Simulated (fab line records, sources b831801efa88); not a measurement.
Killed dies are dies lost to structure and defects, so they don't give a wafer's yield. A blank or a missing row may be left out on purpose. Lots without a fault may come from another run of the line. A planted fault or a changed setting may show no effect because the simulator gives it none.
A struck lot beside a sound one | flow sky130 | 36 steps out of a route of 708
Sound: wafers L465.3, L465.4, L465.5. Struck: wafers L455.2, L455.3, L455.5. The cause comes at the end.
At each step with rows: each side's tool, then ch and its chambers, then its first start. Under that, the readings that differ: sound wafers | struck wafers | difference of the means | sigmas: that difference in standard deviations of wafers without a fault.
alike: readings whose means differ by less than 2 such deviations, and words and numbers that are the same on both sides. not compared: withheld readings, readings that some wafer has no value for, bounds like >300 that may hide the same value, and numbers for which the record gives no deviation and whose values overlap.
The two part at a step that has a row with sigmas, a row that says differs or no value, or rows on one side only. Numbers that don't overlap but have no deviation are shown without sigmas and don't part them. A reading that every wafer of one side lacks parts them only if that side has two wafers or more.

first, 10 steps without rows for these wafers: SKY_POLY_CUT_ETCH_10 (etches BARC in N2/H2, stops on SiO2, time 45.9 s, target depth 60 nm); SKY_POLY_CUT_ETCH_11 (etches Si3N4 in CF4/CH2F2/Ar, stops on poly-Si, time 42.5 s, target depth 60 nm); SKY_POLY_CUT_STRIP_12 (strips in O2/N2); SKY_SD_P_DEHYDRATE_00 (time 60 s); SKY_SD_P_HMDS_01 (prime time 60 s); SKY_SD_P_COAT_02 (resist thk 1140 nm); SKY_SD_P_SOFTBAKE_03 (time 60 s); SKY_SD_P_EXPOSE_04 (exposes mask PSDM, target cd 380 nm); SKY_SD_P_PEB_05; SKY_SD_P_DEVELOP_06 (develop time 60 s).
SKY_SD_P_IMPLANT_09:
  sound on implanter-01 ch 0, day 31 16:47; struck on implanter-04 ch 0, day 28 18:55
  reading       | sound                         | struck                        | difference | sigmas
  dose_ions_cm2 | 3.004e+15 2.999e+15 2.996e+15 | 3.263e+15 3.261e+15 3.261e+15 | +2.620e+14 | +82
SKY_SD_P_STRIP_10: strips in O2/N2.
  sound on plasma_asher-03 ch 0,1, day 31 16:55; struck on plasma_asher-02 ch 0,1, day 28 19:02
  reading                      | sound             | struck            | difference | sigmas
  strip_time_to_endpoint_s (s) | 17.50 17.50 17.51 | 17.64 17.66 17.66 | +0.15      | +5
  alike: chamber_pressure_mTorr, drypump_motor_current_A, oes_product_au
  not compared: rf_hours_counter_h
SKY_SD_P_TW_MEAS_11:
  sound on film_metro-01, day 31 17:00; struck on film_metro-01, day 28 19:08
  reading | sound          | struck         | difference | sigmas
  SD_P_TW | 2803 2814 2821 | 2889 2884 2883 | +73        | +6
then, 21 steps without rows for these wafers: SKY_RES_XHIGH_DEHYDRATE_00 (time 60 s); SKY_RES_XHIGH_HMDS_01 (prime time 60 s); SKY_RES_XHIGH_COAT_02 (resist thk 1140 nm); SKY_RES_XHIGH_SOFTBAKE_03 (time 60 s); SKY_RES_XHIGH_EXPOSE_04 (exposes mask URPM, target cd 1270 nm); SKY_RES_XHIGH_PEB_05; SKY_RES_XHIGH_DEVELOP_06 (develop time 60 s); SKY_RES_XHIGH_IMPLANT_07; SKY_RES_XHIGH_STRIP_08 (strips in O2/N2); SKY_SD_N_DEHYDRATE_00 (time 60 s); SKY_SD_N_HMDS_01 (prime time 60 s); SKY_SD_N_COAT_02 (resist thk 1140 nm); SKY_SD_N_SOFTBAKE_03 (time 60 s); SKY_SD_N_EXPOSE_04 (exposes mask NSDM, target cd 380 nm); SKY_SD_N_PEB_05; SKY_SD_N_DEVELOP_06 (develop time 60 s); SKY_SD_N_IMPLANT_09; SKY_SD_N_IMPLANT_10; SKY_SD_N_STRIP_11 (strips in O2/N2); SKY_SD_N_CLEAN_13 (cleans in SC1/SC2, time 150 s); SKY_SD_N_RTA_14 (time 2 s).
-- the record jumps here: 2 days lie between the struck wafers' starts before and after --
SKY_SD_N_RS_MEAS_17: measures by four-point-probe.
  sound on film_metro-04, day 34 02:16; struck on film_metro-04, day 31 05:23
  reading          | sound             | struck            | difference | sigmas
  SD_P_RS (ohm/sq) | 147.5 147.3 147.0 | 145.3 145.2 145.2 | -2.0       | -5
-- the record jumps here: 17 days lie between the struck wafers' starts before and after (it left off in module SD_N and takes up again in module PAD_OPEN, whose first step shown is number 708 of the route) --
SKY_PAD_OPEN_PROBE_99:
  sound on prober-01, day 49 23:56; struck on prober-01, day 48 04:28
  reading                             | sound             | struck            | difference | sigmas
  model.etest.res_high_po.line_ohm_um | 756.3 729.6 761.4 | 721.2 721.4 724.8 | -26.6      |
  model.etest.licon_high_po.rc_ohm    | 355.9 354.8 335.5 | 329.1 305 312     | -33.4      |
  model.etest.res_high_po.rs_ohm_sq   | 261.6 258.8 264.1 | 250.8 246.7 247.6 | -13.1      |
  model.etest.res_pdiff_hv.rs_ohm_sq  | 191.6 190.6 191.6 | 187.7 187.1 187   | -4.0       |
  model.etest.res_pdiff.rs_ohm_sq     | 197.9 197.6 194.5 | 194.1 191.8 193.7 | -3.5       |
  alike: killed_at_M0_to_M3, killed_at_M4_up, killed_at_contacts, killed_at_front_end, killed_at_other, killed_dies, killed_open, killed_short

WHERE THEY PART
First at SKY_SD_P_IMPLANT_09; last, within this record, at SKY_SD_N_RS_MEAS_17. Later steps at which nothing parts them and some readings are alike: SKY_PAD_OPEN_PROBE_99.

WHY: what the simulator had put in
Process parameter drift: implanter-04, from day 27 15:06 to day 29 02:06, at SKY_SD_P_IMPLANT_09. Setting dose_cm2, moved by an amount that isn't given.
